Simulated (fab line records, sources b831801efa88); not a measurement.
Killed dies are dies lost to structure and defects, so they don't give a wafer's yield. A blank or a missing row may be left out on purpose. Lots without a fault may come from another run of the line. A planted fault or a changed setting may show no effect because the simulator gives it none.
fab line records | flow gf180mcu | part 1 of 2: steps 1 to 43 of 44
record lots=6 wafers=18 last_day=34
route steps=602 shown V1@354 M2@362 V2@382 PASSIVATION@602
lots that met no fault: from a run of the same line without faults
start_h: hours from the record's first day to the start of the lot's first wafer shown | wait_h: hours since the lot's step before | " the same as in the row above | L1.1+2: a row that stands for several wafers | - no value, or no start given | * or withheld: withheld | < > ~ a bound
route shown NAME@n: a module of which the file shows steps, and the number in the route of the first | usual: mean/standard deviation of fault-free wafers | same: alike in all rows | chamber/n: place in a boat | sites: the reading at each site | _std_site: their standard deviation | _edge_site: outer sites' mean less inner sites' | radius_mm: how far each site lies from the wafer's centre | mask NAME#n: copy n | behind: the tool/chamber that last shaped the wafer | hold: why the lot was held/for how many hours/how that ended | device: the transistor (n, p or np) that didn't switch | end of line: the same wafers' tests at the end of the route | a step without rows: its recipe alone | killed: dies lost to structure and defects at the first sort, not the wafer's yield | map: a wafer's dies, x killed, . not, _ none there
set.NAME: the setting as run; set.NAME@STEP: as run at that earlier step | model.NAME: the simulator's own value behind a step, which no gauge read
lots at some steps of the route; a table a step, a row a wafer
services: from which hour (start_h, from the record's first day; less than 0 if before it) a tool's chamber was out of use, for how many hours, and why
## steps
# step GF_V1_STRIP_19
# recipe chemistry=post_etch_residue_remover time_s=1200 temp_c=72.5
# step GF_V1_CLEAN_20
# recipe chemistry=DIW dry=n2_spin
# step GF_V1_SPUTTER_21
# recipe material=Ti target_thk_nm=15 chamber_pressure_pa=5 power_w=2500 substrate_temp_c=200 time_s=80.02
# step GF_V1_SPUTTER_22
# recipe material=TiN target_thk_nm=10 chamber_pressure_pa=5 power_w=4000 time_s=40
# step GF_V1_CVD_23
# recipe material=W target_thk_nm=350 time_s=105.05 temp_c=400 pressure_torr=40
# usual heater_power_w=863/34
# columns lot.wafer tool chamber start_h wait_h heater_power_w
L543.2 cvd_w-02 0 425.30 0.0 842
L543.4 " 1 " " 870
L543.5 " 1 " " 872
L553.1 cvd_w-02 1 497.67 0.0 849
L553.4 " 0 " " 849
L553.6 " 1 " " 855
L555.1 cvd_w-02 0 508.17 0.0 852
L555.5 " 1 " " 888
L555.6 " 0 " " 836
L557.2 cvd_w-02 0 538.38 0.0 865
L557.4 " 0 " " 840
L557.5 " 0 " " 864
L565.3 cvd_w-02 1 609.95 0.1 902
L565.4 " 0 " " 878
L565.5 " 0 " " 865
L566.3 cvd_w-01 0 616.81 0.1 793
L566.5 " 1 " " 934
L566.6 " 0 " " 814
# step GF_V1_RS_MEAS_24
# recipe thk_meas_gauge=four-point-probe reads=W_of_V1_CVD_23+TiN_of_V1_SPUTTER_22+Ti_of_V1_SPUTTER_21
# usual V1_W_RS=0.330/0.0033
# columns lot.wafer tool chamber start_h wait_h V1_W_RS[ohm/sq]
L543.2 film_metro-02 - 425.43 0.1 0.327
L543.4 " - " " 0.322
L543.5 " - " " 0.325
L553.1 film_metro-04 - 497.78 0.1 0.328
L553.4 " - " " 0.331
L553.6 " - " " 0.329
L555.1 film_metro-02 - 508.28 0.1 0.324
L555.5 " - " " 0.326
L555.6 " - " " 0.328
L557.2 film_metro-04 - 538.51 0.1 0.334
L557.4 " - " " 0.332
L557.5 " - " " 0.330
L565.3 film_metro-04 - 610.06 0.1 0.336
L565.4 " - " " 0.333
L565.5 " - " " 0.337
L566.3 film_metro-04 - 616.92 0.1 0.326
L566.5 " - " " 0.333
L566.6 " - " " 0.326
# step GF_V1_THK_MEAS_25
# recipe thk_meas_gauge=xrf reads=W_of_V1_CVD_23
# usual V1_W_THK=346/5.4
# columns lot.wafer tool chamber start_h wait_h V1_W_THK[nm]
L543.2 film_metro-02 - 425.54 0.1 346
L543.4 " - " " 352
L543.5 " - " " 348
L553.1 film_metro-04 - 497.90 0.1 346
L553.4 " - " " 343
L553.6 " - " " 343
L555.1 film_metro-02 - 508.40 0.1 353
L555.5 " - " " 350
L555.6 " - " " 346
L557.2 film_metro-04 - 538.62 0.1 344
L557.4 " - " " 345
L557.5 " - " " 348
L565.3 film_metro-04 - 610.16 0.1 343
L565.4 " - " " 347
L565.5 " - " " 343
L566.3 film_metro-04 - 617.02 0.1 353
L566.5 " - " " 348
L566.6 " - " " 358
# step GF_V1_CMP_26
# recipe stop_on=SiO2 down_force_psi=3.5 platen_rpm=60 t_overpolish_s=15 target_thk_nm=0 pad_velocity_m_s=0.94248
# usual motor_current_A=10.5/0.73 overpolish_run_s=14.999/0.0094 time_to_endpoint_s=83/4
# same t_overpolish_s=15
# columns lot.wafer tool chamber start_h wait_h motor_current_A overpolish_run_s time_to_endpoint_s
L543.4 cmp-01 0 425.59 0.0 11.3 14.989 80
L543.2 " 3 " " 9.2 15.010 84
L543.5 " 0 " " 11.6 14.996 81
L553.4 cmp-02 3 497.96 0.0 10.8 14.990 85
L553.1 " 1 " " 11.3 14.988 87
L553.6 " 0 " " 10.5 14.993 86
L555.1 cmp-02 1 508.56 0.1 11.5 14.991 92
L555.6 " 3 " " 11.5 15.010 85
L555.5 " 0 " " 10.9 15.010 89
L557.2 cmp-02 3 538.67 0.0 10.2 15.011 80
L557.4 " 1 " " 10.7 14.986 81
L557.5 " 0 " " 10.3 14.992 82
L565.3 cmp-02 0 610.25 0.1 10.1 15.019 75
L565.4 " 1 " " 11.0 15.000 81
L565.5 " 3 " " 11.0 14.997 76
L566.3 cmp-02 2 617.06 0.0 9.6 14.994 83
L566.5 " 2 " " 9.5 15.012 81
L566.6 " 3 " " 11.0 14.998 81
# step GF_M2_SPUTTER_00
# recipe material=Ti target_thk_nm=37.5 arriving_ion_energy_ev=80 substrate_temp_c=200 chamber_pressure_pa=2 power_w=4000 time_s=150
# usual cathode_dc_power_W=4000.0/0.72 throttle_valve_pct=30.2/1.6
# columns lot.wafer tool chamber start_h wait_h cathode_dc_power_W throttle_valve_pct
L543.2 pvd_sputter-01 - 425.89 0.1 4000.5 31.1
L543.4 " - " " 4001.4 33.2
L543.5 " - " " 4001.1 30.6
L553.1 pvd_sputter-03 - 498.26 0.1 3999.2 30.7
L553.4 " - " " 3998.4 27.2
L553.6 " - " " 4000.5 27.2
L555.1 pvd_sputter-04 - 508.76 0.1 3999.0 28.1
L555.5 " - " " 4000.3 29.1
L555.6 " - " " 3999.1 29.8
L557.2 pvd_sputter-04 - 538.97 0.2 4000.5 30.5
L557.4 " - " " 3998.9 28.7
L557.5 " - " " 3999.7 28.0
L565.3 pvd_sputter-04 - 610.50 0.2 4000.6 28.1
L565.4 " - " " 3999.1 30.7
L565.5 " - " " 4001.3 30.8
L566.3 pvd_sputter-04 - 617.36 0.2 3998.4 28.1
L566.5 " - " " 3998.5 28.8
L566.6 " - " " 4000.1 30.6
# step GF_M2_SPUTTER_01
# recipe material=TiN target_thk_nm=30 power_w=6500 time_s=25 chamber_pressure_pa=0.4
# step GF_M2_SPUTTER_02
# recipe material=AlCu target_thk_nm=450 power_w=10600 time_s=23.9 chamber_pressure_pa=0.4
# usual cathode_dc_power_W=10600/1.9 throttle_valve_pct=30.2/1.6
# columns lot.wafer tool chamber start_h wait_h cathode_dc_power_W throttle_valve_pct
L543.2 pvd_sputter-01 - 426.02 0.0 10598 31.0
L543.4 " - " " 10600 32.7
L543.5 " - " " 10596 31.0
L553.1 pvd_sputter-03 - 498.39 0.0 10597 31.1
L553.4 " - " " 10597 27.2
L553.6 " - " " 10601 27.2
L555.1 pvd_sputter-04 - 508.89 0.0 10602 28.1
L555.5 " - " " 10597 29.1
L555.6 " - " " 10600 29.6
L557.2 pvd_sputter-04 - 539.10 0.0 10601 30.7
L557.4 " - " " 10601 29.2
L557.5 " - " " 10599 28.1
L565.3 pvd_sputter-04 - 610.63 0.0 10602 28.2
L565.4 " - " " 10599 30.6
L565.5 " - " " 10600 30.8
L566.3 pvd_sputter-04 - 617.49 0.0 10604 28.5
L566.5 " - " " 10599 29.0
L566.6 " - " " 10602 30.5
# step GF_M2_SPUTTER_03
# recipe material=Ti target_thk_nm=10 substrate_temp_c=300 chamber_pressure_pa=0.3 power_w=3000 time_s=6.7
# step GF_M2_SPUTTER_04
# recipe material=TiN target_thk_nm=50 power_w=6500 time_s=41.7 chamber_pressure_pa=0.4
# usual cathode_dc_power_W=6499.8/1.1 throttle_valve_pct=30.1/1.6
# columns lot.wafer tool chamber start_h wait_h cathode_dc_power_W throttle_valve_pct model.TiN_of_M2_SPUTTER_04.thk_nm
L543.2 pvd_sputter-01 - 426.07 0.0 6499.7 30.9 50.51
L543.4 " - " " 6499.3 33.1 50.21
L543.5 " - " " 6499.9 30.8 50.14
L553.1 pvd_sputter-03 - 498.44 0.0 6499.2 31.1 50.03
L553.4 " - " " 6502.0 27.3 49.9
L553.6 " - " " 6500.7 27.2 50.61
L555.1 pvd_sputter-04 - 508.94 0.0 6499.7 28.1 50.21
L555.5 " - " " 6501.6 29.0 50.17
L555.6 " - " " 6501.1 29.4 50.95
L557.2 pvd_sputter-04 - 539.15 0.0 6500.1 30.7 49.96
L557.4 " - " " 6497.5 29.3 49.55
L557.5 " - " " 6499.9 28.3 49.69
L565.3 pvd_sputter-04 - 610.68 0.0 6498.5 28.5 88.6
L565.4 " - " " 6499.4 30.5 49.91
L565.5 " - " " 6500.7 30.6 88.76
L566.3 pvd_sputter-04 - 617.54 0.0 6501.2 28.1 88.46
L566.5 " - " " 6500.4 29.2 88.37
L566.6 " - " " 6498.2 30.8 49.64
# step GF_M2_RS_MEAS_05
# recipe thk_meas_gauge=four-point-probe reads=TiN_of_M2_SPUTTER_04+Ti_of_M2_SPUTTER_03+AlCu_of_M2_SPUTTER_02+TiN_of_M2_SPUTTER_01+Ti_of_M2_SPUTTER_00
# usual M2_ALCU_RS=0.0696/0.00074
# columns lot.wafer tool chamber start_h wait_h M2_ALCU_RS[ohm/sq]
L543.2 film_metro-03 - 426.13 0.0 0.0697
L543.4 " - " " 0.0697
L543.5 " - " " 0.0695
L553.1 film_metro-03 - 498.48 0.0 0.0702
L553.4 " - " " 0.0695
L553.6 " - " " 0.0694
L555.1 film_metro-01 - 508.98 0.0 0.0699
L555.5 " - " " 0.0701
L555.6 " - " " 0.0703
L557.2 film_metro-04 - 539.21 0.0 0.0707
L557.4 " - " " 0.0702
L557.5 " - " " 0.0703
L565.3 film_metro-04 - 610.76 0.1 0.0692
L565.4 " - " " 0.0702
L565.5 " - " " 0.0699
L566.3 film_metro-04 - 617.62 0.1 0.0689
L566.5 " - " " 0.0687
L566.6 " - " " 0.0701
# step GF_M2_THK_MEAS_06
# recipe thk_meas_gauge=xrf reads=AlCu_of_M2_SPUTTER_02
# usual M2_ALCU_THK=452/5.7
# columns lot.wafer tool chamber start_h wait_h M2_ALCU_THK[nm]
L543.2 film_metro-03 - 426.24 0.1 450
L543.4 " - " " 447
L543.5 " - " " 451
L553.1 film_metro-03 - 498.60 0.1 447
L553.4 " - " " 452
L553.6 " - " " 452
L555.1 film_metro-01 - 509.10 0.1 453
L555.5 " - " " 448
L555.6 " - " " 449
L557.2 film_metro-04 - 539.32 0.1 446
L557.4 " - " " 449
L557.5 " - " " 448
L565.3 film_metro-04 - 610.86 0.1 423
L565.4 " - " " 449
L565.5 " - " " 417
L566.3 film_metro-04 - 617.72 0.1 424
L566.5 " - " " 424
L566.6 " - " " 448
# step GF_M2_DEHYDRATE_07
# recipe temp_c=200 time_s=60
# step GF_M2_HMDS_08
# recipe prime_time_s=60 prime_temp_c=120
# step GF_M2_COAT_09
# recipe resist=KrF spin_rpm=withheld resist_thk_nm=1000
# step GF_M2_SOFTBAKE_10
# recipe temp_c=130 time_s=60 resist=KrF
# step GF_M2_EXPOSE_11
# recipe mask_id=Metal2 target_cd_nm=280 na=0.68 source_shape=conventional sigma_outer=0.6 dose_mj=28
# step GF_M2_PEB_12
# recipe peb_temp_c=135 peb_time_s=90 resist=KrF
# step GF_M2_DEVELOP_13
# recipe develop_time_s=60 dev_temp_c=21
# step GF_M2_CD_MEAS_14
# recipe target_cd_nm=280
# usual cd_nm=280.0/1.2
# columns lot.wafer tool chamber start_h wait_h cd_nm
L543.2 cd_sem-02 - 448.92 0.1 280.4
L543.4 " - " " 279.1
L543.5 " - " " 278.9
L553.1 cd_sem-01 - 521.80 0.1 281.0
L553.4 " - " " 281.0
L553.6 " - " " 280.8
L555.1 cd_sem-02 - 532.22 0.2 280.3
L555.5 " - " " 280.2
L555.6 " - " " 280.9
L557.2 cd_sem-01 - 561.41 0.1 278.6
L557.4 " - " " 279.8
L557.5 " - " " 279.7
L565.3 cd_sem-02 - 631.97 0.1 279.8
L565.4 " - " " 280.5
L565.5 " - " " 281.1
L566.3 cd_sem-01 - 637.84 0.1 281.3
L566.5 " - " " 280.2
L566.6 " - " " 280.7
# step GF_M2_OVL_MEAS_15
# usual M2_OVL=1/5.2
# columns lot.wafer tool chamber start_h wait_h M2_OVL[nm]
L543.2 overlay-01 - 449.02 0.1 9
L543.4 " - " " -3
L543.5 " - " " 6
L553.1 overlay-02 - 521.92 0.1 4
L553.4 " - " " -1
L553.6 " - " " 11
L555.1 overlay-02 - 532.34 0.1 0
L555.5 " - " " -4
L555.6 " - " " 4
L557.2 overlay-01 - 561.52 0.1 5
L557.4 " - " " -4
L557.5 " - " " -6
L565.3 overlay-02 - 632.06 0.1 -2
L565.4 " - " " 4
L565.5 " - " " -1
L566.3 overlay-01 - 637.93 0.1 6
L566.5 " - " " -2
L566.6 " - " " 1
# step GF_M2_METAL_ETCH_16
# recipe chemistry=Cl2/BCl3 mask_material=KrF target_depth_nm=627.5 stop_on=SiO2 pressure_mtorr=8 icp_w=800 bias_w=140 Cl2_flow_sccm=80 bcl3_flow_sccm=40 time_s=104.6
# usual drypump_motor_current_A=5.5/0.66 oes_product_au=0.972/0.006 throttle_valve_pct=28.249/0.011
# columns lot.wafer tool chamber start_h wait_h drypump_motor_current_A oes_product_au rf_hours_counter_h throttle_valve_pct
L543.2 rie_metal-02 1 449.05 0.0 6.7 0.975 7 28.238
L543.4 " 0 " " 5.6 0.973 - 28.253
L543.5 " 0 " " 5.6 0.980 - 28.246
L553.1 rie_metal-02 0 521.95 0.0 5.6 0.967 8 28.268
L553.4 " 0 " " 5.7 0.982 - 28.265
L553.6 " 1 " " 6.8 0.980 - 28.256
L555.1 rie_metal-01 0 532.37 0.0 4.7 0.968 8 28.263
L555.5 " 1 " " 5.3 0.969 - 28.236
L555.6 " 0 " " 4.6 0.966 - 28.247
L557.2 rie_metal-03 1 561.55 0.0 5.8 0.967 3 28.253
L557.4 " 1 " " 5.7 0.966 - 28.258
L557.5 " 0 " " 5.2 0.967 - 28.263
L565.3 rie_metal-02 0 632.12 0.1 5.7 0.988 - 28.236
L565.4 " 1 " " 6.8 0.967 - 28.238
L565.5 " 1 " " 6.8 0.993 - 28.228
L566.3 rie_metal-01 0 637.99 0.1 4.6 0.986 - 28.228
L566.5 " 1 " " 5.2 0.989 - 28.218
L566.6 " 0 " " 4.6 0.963 - 28.247
# step GF_M2_STRIP_17
# recipe chemistry=O2/N2 power_w=1400 pressure_mtorr=1500 platen_temp_c=250 o2_flow_sccm=3000 n2_flow_sccm=300 overash_fraction=0.5
# usual drypump_motor_current_A=5.8/0.35 heater_power_w=336/41 oes_product_au=0.558/0.005 strip_time_to_endpoint_s=7.88/0.043
# columns lot.wafer tool chamber start_h wait_h drypump_motor_current_A heater_power_w oes_product_au rf_hours_counter_h strip_time_to_endpoint_s
L543.2 plasma_asher-04 0 449.16 0.1 5.7 309 0.558 34 7.79
L543.4 " 0 " " 5.6 305 0.558 - 7.85
L543.5 " 1 " " 5.7 407 0.558 - 7.82
L553.1 plasma_asher-03 1 522.06 0.1 6.5 308 0.558 70 7.91
L553.4 " 0 " " 5.9 319 0.557 - 7.84
L553.6 " 1 " " 6.5 303 0.553 - 7.85
L555.1 plasma_asher-04 1 532.48 0.1 5.7 405 0.563 42 7.87
L555.5 " 0 " " 5.7 317 0.554 - 7.82
L555.6 " 1 " " 5.7 403 0.555 - 7.86
L557.2 plasma_asher-02 1 561.66 0.1 5.8 329 0.560 97 7.91
L557.4 " 1 " " 5.8 330 0.558 - 7.94
L557.5 " 0 " " 5.2 316 0.560 - 7.92
L565.3 plasma_asher-04 0 632.23 0.1 5.6 310 0.551 - 7.87
L565.4 " 1 " " 5.7 406 0.561 - 7.85
L565.5 " 0 " " 5.7 317 0.565 - 7.83
L566.3 plasma_asher-04 1 638.10 0.1 5.7 403 0.567 - 7.94
L566.5 " 0 " " 5.6 310 0.556 - 7.83
L566.6 " 1 " " 5.7 396 0.557 - 7.86
# step GF_M2_STRIP_18
# recipe chemistry=post_etch_residue_remover time_s=1200 temp_c=72.5
# step GF_M2_CLEAN_19
# recipe chemistry=DIW dry=n2_spin
# step GF_V2_CVD_00
# recipe material=SiO2 target_thk_nm=600 sigma_open_frac=0.3 temp_c=400 time_s=100 sih4_flow_sccm=60 pressure_mtorr=6
# step GF_V2_THK_MEAS_01
# recipe reads=SiO2_of_V2_CVD_00
# usual V2_CVD_00_THK=602/7.7
# columns lot.wafer tool chamber start_h wait_h V2_CVD_00_THK[nm]
L543.2 film_metro-03 - 449.79 0.0 603
L543.4 " - " " 596
L543.5 " - " " 611
L553.1 film_metro-03 - 522.78 0.0 596
L553.4 " - " " 601
L553.6 " - " " 595
L555.1 film_metro-03 - 533.24 0.0 602
L555.5 " - " " 598
L555.6 " - " " 604
L557.2 film_metro-03 - 562.28 0.0 613
L557.4 " - " " 617
L557.5 " - " " 604
L565.3 film_metro-01 - 632.83 0.1 601
L565.4 " - " " 597
L565.5 " - " " 599
L566.3 film_metro-03 - 638.73 0.1 604
L566.5 " - " " 594
L566.6 " - " " 601
# step GF_V2_CVD_02
# recipe material=SiO2 target_thk_nm=850 precursor=TEOS temp_c=400 time_s=94.851 rf_w=600
# step GF_V2_THK_MEAS_03
# recipe reads=SiO2_of_V2_CVD_02
# usual V2_CVD_02_THK=849/10
# columns lot.wafer tool chamber start_h wait_h V2_CVD_02_THK[nm]
L543.2 film_metro-02 - 449.92 0.0 846
L543.4 " - " " 847
L543.5 " - " " 857
L553.1 film_metro-03 - 522.91 0.0 837
L553.4 " - " " 852
L553.6 " - " " 854
L555.1 film_metro-01 - 533.37 0.0 846
L555.5 " - " " 860
L555.6 " - " " 859
L557.2 film_metro-02 - 562.41 0.0 853
L557.4 " - " " 860
L557.5 " - " " 869
L565.3 film_metro-03 - 632.96 0.1 852
L565.4 " - " " 844
L565.5 " - " " 858
L566.3 film_metro-02 - 638.86 0.1 846
L566.5 " - " " 849
L566.6 " - " " 858
# step GF_V2_CMP_04
# recipe material=SiO2 down_force_psi=4 platen_rpm=60 pad_velocity_m_s=0.94248
# step GF_V2_BOW_MEAS_05
# recipe mode=bow
# usual V2_BOW=100/8.2
# columns lot.wafer tool chamber start_h wait_h V2_BOW[um]
L543.2 film_metro-03 - 450.29 0.2 99
L543.4 " - " " 96
L543.5 " - " " 107
L553.1 film_metro-01 - 523.27 0.1 104
L553.4 " - " " 88
L553.6 " - " " 96
L555.1 film_metro-01 - 533.73 0.2 110
L555.5 " - " " 108
L555.6 " - " " 117
L557.2 film_metro-01 - 562.78 0.2 109
L557.4 " - " " 99
L557.5 " - " " 89
L565.3 film_metro-03 - 633.43 0.2 106
L565.4 " - " " 105
L565.5 " - " " 122
L566.3 film_metro-02 - 639.24 0.2 110
L566.5 " - " " 107
L566.6 " - " " 108
# step GF_V2_DEHYDRATE_06
# recipe temp_c=200 time_s=60
# step GF_V2_HMDS_07
# recipe prime_time_s=60 prime_temp_c=120
# step GF_V2_COAT_08
# recipe resist=BARC temp_c=withheld time_s=withheld spin_rpm=withheld resist_thk_nm=withheld
# step GF_V2_COAT_09
# recipe resist=KrF spin_rpm=withheld resist_thk_nm=1000
# step GF_V2_SOFTBAKE_10
# recipe temp_c=130 time_s=60 resist=KrF
# step GF_V2_EXPOSE_11
# recipe mask_id=Via2 target_cd_nm=260 na=0.68 source_shape=conventional sigma_outer=0.6 dose_mj=38
# step GF_V2_PEB_12
# recipe peb_temp_c=135 peb_time_s=90 resist=KrF
# step GF_V2_DEVELOP_13
# recipe develop_time_s=60 resist=KrF dev_temp_c=21
# step GF_V2_STRIP_19
# recipe chemistry=post_etch_residue_remover time_s=1200 temp_c=72.5
# columns lot.wafer tool chamber start_h wait_h model.TiN_of_M2_SPUTTER_04.thk_nm
L543.2 wet_bench-01 0 474.33 0.1 49.66
L543.4 " 0 " " 49.37
L543.5 " 0 " " 49.29
L553.1 wet_bench-02 1 546.28 0.1 49.17
L553.4 " 1 " " 49.05
L553.6 " 1 " " 49.76
L555.1 wet_bench-01 0 556.67 0.1 49.37
L555.5 " 0 " " 49.33
L555.6 " 0 " " 50.1
L557.2 wet_bench-02 0 585.08 0.1 49.11
L557.4 " 0 " " 48.71
L557.5 " 0 " " 48.84
L565.3 wet_bench-01 1 653.77 0.0 87.76
L565.4 " 1 " " 49.07
L565.5 " 1 " " 87.92
L566.3 wet_bench-01 3 658.97 0.0 87.62
L566.5 " 3 " " 87.54
L566.6 " 3 " " 48.8
## key
first_sign step=GF_M2_THK_MEAS_06 reading=M2_ALCU_THK direction=down sigmas=5.3 usual=452 struck=422
effect step=GF_M2_METAL_ETCH_16 reading=oes_product_au direction=up sigmas=2.9 usual=0.972 struck=0.989
model_effect step=GF_M2_SPUTTER_04 value=TiN_of_M2_SPUTTER_04.thk_nm without=49.63 struck=88.55
model_effect step=GF_V2_STRIP_19 value=TiN_of_M2_SPUTTER_04.thk_nm without=48.8 struck=87.71
model_effect step=GF_PASSIVATION_PROBE_99 value=etest.via2_chain.rc_ohm without=6.279 struck=6.919
met_at GF_M2_SPUTTER_04
struck_wafers L565.3,L565.5,L566.3,L566.5
onset_between 539.15 610.68
fault kind=process_parameter_drift tool=pvd_sputter-04 chamber=- onset_h=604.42 steps=GF_M2_SPUTTER_04 channel=target_thk_nm offset=38.912 shape=step end_h=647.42 scope=struck_wafers_only acts_in=these_recipes_only stated=50
